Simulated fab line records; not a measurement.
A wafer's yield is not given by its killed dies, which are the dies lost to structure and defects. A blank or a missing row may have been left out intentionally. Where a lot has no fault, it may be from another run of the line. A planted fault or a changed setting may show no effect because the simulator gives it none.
8D (eight disciplines) problem report, filled in by code + flow sky130 + the parts of the form that need people (team, actions taken, sign-off) are left out

## 1. THE PROBLEM
Mean of killed_at_front_end at SKY_PAD_OPEN_PROBE_99: 421 across 4 wafers in 3 lots; on wafers with no fault it is 16 (standard deviation 4.5). Measured from the usual mean, that is +90 standard deviations.
First seen on wafer L894.3, day 50 14:53, on prober-02. At this step, 9 wafers from 3 lots have a number in the record. Rule for "out" (also "out of limits"): further than 4 standard deviations from the usual mean. All remaining wafers that have a number are taken as sound.

## 2. WHAT IT IS, AND WHAT IT ISN'T
| question                    | is                                              | is not                                                                                              |
|-----------------------------|-------------------------------------------------|-----------------------------------------------------------------------------------------------------|
| which readings at this step | killed_at_front_end, killed_dies, killed_on_rim | killed_at_M0_to_M3, killed_at_M4_up, killed_at_contacts, killed_at_other, killed_open, killed_short |
| which lots                  | L894, L896, L897                                | -                                                                                                   |
| which wafers of those lots  | L894.3, L896.3, L897.3, L897.6                  | L894.1, L894.2, L896.1, L896.5, L897.2                                                              |
| read on which tools         | prober-02                                       | -                                                                                                   |
| when                        | from day 50 14:53                               | up to then (2 sound wafers); but 3 sound wafers of L896, L897 came after                            |

## 3. SUSPECTS, AND WHAT RULES EACH OUT
Counting: any tool at a process step up to the reading remains a suspect provided it ran every lot that is out. Sound lots after the first of them don't rule it out here, since some wafers of a struck lot are sound.
- litho_track-01 at SKY_NWELL_DEVELOP_22 (develop time 60 s): kept. It ran every lot that is out, first L894 (day 9 12:00).
- prober-02 at SKY_PAD_OPEN_PROBE_99: kept. It ran every lot that is out, first L894 (day 50 14:47). On those wafers its own readings are out: killed_at_front_end, killed_dies, killed_on_rim.
Left after counting: litho_track-01 at SKY_NWELL_DEVELOP_22, prober-02 at SKY_PAD_OPEN_PROBE_99.

## 4. THE CAUSE (what the simulator had put in)
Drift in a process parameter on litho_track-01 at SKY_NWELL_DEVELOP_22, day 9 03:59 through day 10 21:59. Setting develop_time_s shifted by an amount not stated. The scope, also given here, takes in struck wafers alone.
Of the 2 suspects that counting leaves, this tool is one.

## 5. THE CHAIN OF EFFECTS, in route order
Rows list readings where the struck wafers' mean (over those with a number) sits beyond 3 standard deviations from the usual. Scope: only readings with a usual standard deviation given in the record; hours: median across lots of the time from each lot's start at the first step in this table that gives one to its start at this step; sigmas: change in usual standard deviations.
| hours | step                  | reading             | usual | on struck wafers | change | sigmas |
|-------|-----------------------|---------------------|-------|------------------|--------|--------|
| 0     | SKY_PAD_OPEN_PROBE_99 | killed_at_front_end | 16    | 421              | +405   | +90    |
| 0     | SKY_PAD_OPEN_PROBE_99 | killed_dies         | 87    | 492              | +405   | +46    |
| 0     | SKY_PAD_OPEN_PROBE_99 | killed_on_rim       | 16    | 96               | +80    | +22    |
Here are the process steps it includes:
- SKY_PAD_OPEN_PROBE_99
Readings that are blank on the struck wafers while sound wafers have them: NWELL_01_OVL at SKY_NWELL_OVL_MEAS_23.

## 6. HOW IT WOULD HAVE BEEN CAUGHT EARLIER
In this record the first reading out of limits was taken at day 50 14:53, 995 hours after the fault began at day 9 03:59.
Between SKY_NWELL_DEVELOP_22 and SKY_PAD_OPEN_PROBE_99, SKY_NWELL_OVL_MEAS_23 gave no NWELL_01_OVL on the struck wafers, where sound wafers have one: a measuring or inspecting step that comes back empty is itself a sign.
By day 50 14:53, every lot that is out (3) had started SKY_NWELL_DEVELOP_22 on litho_track-01. Had the tool been put on hold then, not one of them would have been saved.
